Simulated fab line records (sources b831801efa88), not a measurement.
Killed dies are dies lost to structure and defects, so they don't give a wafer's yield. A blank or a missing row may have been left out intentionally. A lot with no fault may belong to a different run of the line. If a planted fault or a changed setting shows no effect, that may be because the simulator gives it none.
A struck lot beside a sound one || flow gf180mcu || 16 out of 602 route steps
Sound: the wafers L180.1, L180.2, L180.6. Wafers struck: L182.3, L182.5, L182.6. The cause is given at the end.
Order at every step that has rows: each side's tool, ch and its chambers, its first start. Under that, the readings that differ: sound wafers || struck wafers || difference of the means || sigmas: that difference in standard deviations of wafers without a fault.
alike: readings whose means differ by less than 2 such deviations, and words and numbers that are the same on both sides. not compared: withheld readings, readings that some wafer has no value for, bounds like >300 that may hide the same value, and numbers for which the record gives no deviation and whose values overlap.
A row with sigmas, a row that says differs or no value, or rows on one side alone: a step with any of these is where the two part. Non-overlapping numbers with no deviation appear without sigmas and do not part them. A reading missing from all wafers of one side parts the sides only when that side holds two or more wafers.

first, 5 steps without rows for these wafers: GF_MIM_STRIP_21 (strips in post etch residue remover, time 1200 s); GF_MIM_CLEAN_22 (cleans in DIW); GF_M5_DEHYDRATE_00 (time 60 s); GF_M5_HMDS_01 (prime time 60 s); GF_M5_COAT_02 (resist thk 1000 nm).
GF_M5_SOFTBAKE_03: time 61.66 s.
  sound on litho_track-01 ch 0, day 27 12:24; struck on litho_track-01 ch 0, day 28 07:39
  alike: plate_sensor_t_centre_C, plate_sensor_t_edge_C
then, 3 steps without rows for these wafers: GF_M5_EXPOSE_04 (exposes mask Metal5, target cd 280 nm); GF_M5_PEB_05 (peb time 90 s); GF_M5_DEVELOP_06 (develop time 60 s).
GF_M5_CD_MEAS_07 targets a cd of 280 nm.
  sound on cd_sem-01, day 27 22:18; struck on cd_sem-01, day 28 18:08
  alike: cd_nm
GF_M5_OVL_MEAS_08:
  sound on overlay-01, day 27 22:25; struck on overlay-02, day 28 18:14
  alike: M5_OVL
GF_M5_ETCH_09: etches Si3N4 in CF4/O2, target depth 52 nm, time 11.6 s.
  sound on rie_diel-03 ch 1,2, day 27 22:28; struck on rie_diel-04 ch 1,2,3, day 28 18:16
  alike: O2_flow_sccm, bias_w, drypump_motor_current_A, oes_product_au, throttle_valve_pct
  not compared: rf_hours_counter_h
GF_M5_METAL_ETCH_10: etches the open film in Cl2/BCl3, stops on SiO2, target depth 750.8 nm, time 125.1 s.
  sound on rie_metal-03 ch 0,1, day 27 22:29; struck on rie_metal-02 ch 0,1, day 28 18:19
  no value came back on the struck wafers for any of 5 readings (bcl3_flow_sccm (sccm), bias_w (W) and others); on the sound wafers bcl3_flow_sccm (sccm) reads 39.98 40.12 40.00
{"reading": "model.KrF_of_M5_COAT_02.thk_nm (nm)", "sound": "645.7 640.2 644.9", "struck": "946.2 945.4 946.9", "difference": "+302.6", "sigmas": ""}
  not compared: rf_hours_counter_h
GF_M5_STRIP_11: strips in O2/N2.
  sound on plasma_asher-01 ch 0,1, day 27 22:37; struck on plasma_asher-01 ch 0,1, day 28 18:26
{"reading": "oes_product_au (a.u.)", "sound": "0.519 0.517 0.524", "struck": "0.639 0.641 0.642", "difference": "+0.121", "sigmas": "+26"}
{"reading": "strip_time_to_endpoint_s (s)", "sound": "7.01 6.95 6.98", "struck": "9.92 9.90 9.93", "difference": "+2.94", "sigmas": "+64"}
  alike: drypump_motor_current_A, heater_power_w
  not compared: rf_hours_counter_h
then, 1 step without rows for these wafers: GF_M5_STRIP_12 (strips in post etch residue remover, time 1200 s).
-- the record jumps here: 3 days lie between the struck wafers' starts before and after (it left off in module M5 and takes up again in module PASSIVATION, whose first step shown is number 602 of the route) --
GF_PASSIVATION_PROBE_99:
  only the struck wafers here have rows in the record (prober-02, day 31 09:25); the sound ones have none

WHERE THEY PART
At GF_M5_METAL_ETCH_10 first; at GF_PASSIVATION_PROBE_99 last (within this record only).

WHY: what the simulator had put in
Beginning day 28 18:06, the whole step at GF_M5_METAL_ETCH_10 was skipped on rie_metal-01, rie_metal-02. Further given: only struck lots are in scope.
